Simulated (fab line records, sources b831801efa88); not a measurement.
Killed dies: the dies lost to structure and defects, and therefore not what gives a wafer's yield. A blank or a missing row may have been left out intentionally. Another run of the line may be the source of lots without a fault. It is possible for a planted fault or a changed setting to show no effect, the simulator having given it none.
A lot that was struck, set against a sound lot / flow sky130 / 32 steps out of a route of 708
Sound: these wafers, L752.1, L752.3, L752.5. The struck wafers were L761.2, L761.5, L761.6. The cause is given at the end.
Order at every step that has rows: each side's tool, ch and its chambers, its first start. Under that, the readings that differ: sound wafers / struck wafers / difference of the means / sigmas: that difference in standard deviations of wafers without a fault.
alike: readings whose means differ by less than 2 such deviations, and words and numbers that are the same on both sides. not compared: withheld readings, readings that some wafer has no value for, bounds like >300 that may hide the same value, and numbers for which the record gives no deviation and whose values overlap.
A row with sigmas, a row that says differs or no value, or rows on one side alone: a step with any of these is where the two part. Non-overlapping numbers with no deviation appear without sigmas and do not part them. Lack of a reading on every wafer of one side parts them only where that side has two or more wafers.

SKY_PWDE_OVL_MEAS_07:
  struck on overlay-02, day 7 04:43; sound on overlay-01, day 5 15:37
  alike: PWDE_OVL
after that, 1 step had no rows for these wafers: SKY_PWDE_IMPLANT_08.
SKY_PWDE_STRIP_09: strips in O2/N2.
  sound on plasma-asher-04 ch 0,1, day 5 15:48; struck on plasma-asher-01 ch 0,1, day 7 04:54
  alike: drypump-motor-current-A, oes-product-au, strip-time-to-endpoint-s
  not compared: rf-hours-counter-h
SKY_PWDE_TW_MEAS_10:
  struck on film-metro-02, day 7 05:01; sound on film-metro-02, day 5 15:54
  alike: PWDE_TW
then, 7 steps without rows for these wafers: SKY_NWELL_DEHYDRATE_03 (time 60 s); SKY_NWELL_HMDS_04 (prime time 60 s); SKY_NWELL_COAT_05 (resist thk 3000 nm); SKY_NWELL_SOFTBAKE_06; SKY_NWELL_EXPOSE_07 (exposes mask NWM, target cd 840 nm); SKY_NWELL_PEB_08; SKY_NWELL_DEVELOP_09 (develop time 60 s).
SKY_NWELL_OVL_MEAS_10:
  struck on overlay-02, day 7 22:05; sound on overlay-01, day 6 10:37
  alike: NWELL_00_OVL
SKY_NWELL_IMPLANT_11:
  sound on implanter-01 ch 0, day 6 10:40; struck on implanter-03 ch 0, day 7 22:08
reading=dose-ions-cm2; sound=1.8984e+13 1.8981e+13 1.8983e+13; struck=1.9502e+13 1.9499e+13 1.9522e+13; difference=+5.2500e+11; sigmas=+28
  alike: beam-on-s, end-station-pressure-torr
then, 2 steps without rows for these wafers: SKY_NWELL_IMPLANT_12; SKY_NWELL_IMPLANT_13.
SKY_NWELL_STRIP_14: strips in O2/N2.
  sound on plasma-asher-02 ch 0, day 6 11:07; struck on plasma-asher-01 ch 0,1, day 7 22:34
  alike: drypump-motor-current-A, oes-product-au, strip-time-to-endpoint-s
  not compared: rf-hours-counter-h
SKY_NWELL_TW_MEAS_15:
  struck on film-metro-02, day 7 22:40; sound on film-metro-04, day 6 11:13
  alike: NWELL_TW
then, 7 steps without rows for these wafers: SKY_NWELL_DEHYDRATE_16 (time 60 s); SKY_NWELL_HMDS_17 (prime time 60 s); SKY_NWELL_COAT_18 (resist thk 3000 nm); SKY_NWELL_SOFTBAKE_19; SKY_NWELL_EXPOSE_20 (exposes mask NWM COMPLEMENT, target cd 840 nm); SKY_NWELL_PEB_21; SKY_NWELL_DEVELOP_22 (develop time 60 s).
SKY_NWELL_OVL_MEAS_23:
  struck on overlay-02, day 8 20:16; sound on overlay-02, day 7 05:43
  alike: NWELL_01_OVL
after that, 1 step had no rows for these wafers: SKY_NWELL_IMPLANT_24.
SKY_NWELL_STRIP_25: strips in O2/N2.
  sound on plasma-asher-04 ch 0,1, day 7 05:54; struck on plasma-asher-02 ch 0,1, day 8 20:27
  alike: drypump-motor-current-A, oes-product-au, strip-time-to-endpoint-s
  not compared: rf-hours-counter-h
SKY_NWELL_TW_MEAS_26:
  struck on film-metro-03, day 8 20:34; sound on film-metro-03, day 7 06:00
  alike: NWELL_2_TW
then, 1 step without rows for these wafers: SKY_NWELL_CLEAN_27 (cleans in SC1/SC2, time 150 s).
SKY_NWELL_RTA_28: time 30 s.
  sound on rtp-anneal-01 ch 0, day 7 06:07; struck on rtp-anneal-02 ch 0, day 8 20:41
  alike: lamp-power-pct, wafer_temp_C_max
SKY_NWELL_RS_MEAS_29: a four-point-probe measurement.
  struck on film-metro-02, day 8 21:08; sound on film-metro-04, day 7 06:13
reading=NWELL_RS (ohm/sq); sound=622.9 624.0 622.5; struck=616.7 616.1 616.4; difference=-6.7; sigmas=-4
  not compared: hold
SKY_PAD_OPEN_PROBE_99:
  sound wafers here have rows in the record (prober-02, day 47 16:53); struck ones have none

== WHERE THEY PART ==
First at SKY_NWELL_IMPLANT_11; last, within this record, at SKY_PAD_OPEN_PROBE_99.

WHY: what the simulator had put in
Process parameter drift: implanter-03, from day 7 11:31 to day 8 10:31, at SKY_NWELL_IMPLANT_11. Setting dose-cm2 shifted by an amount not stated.
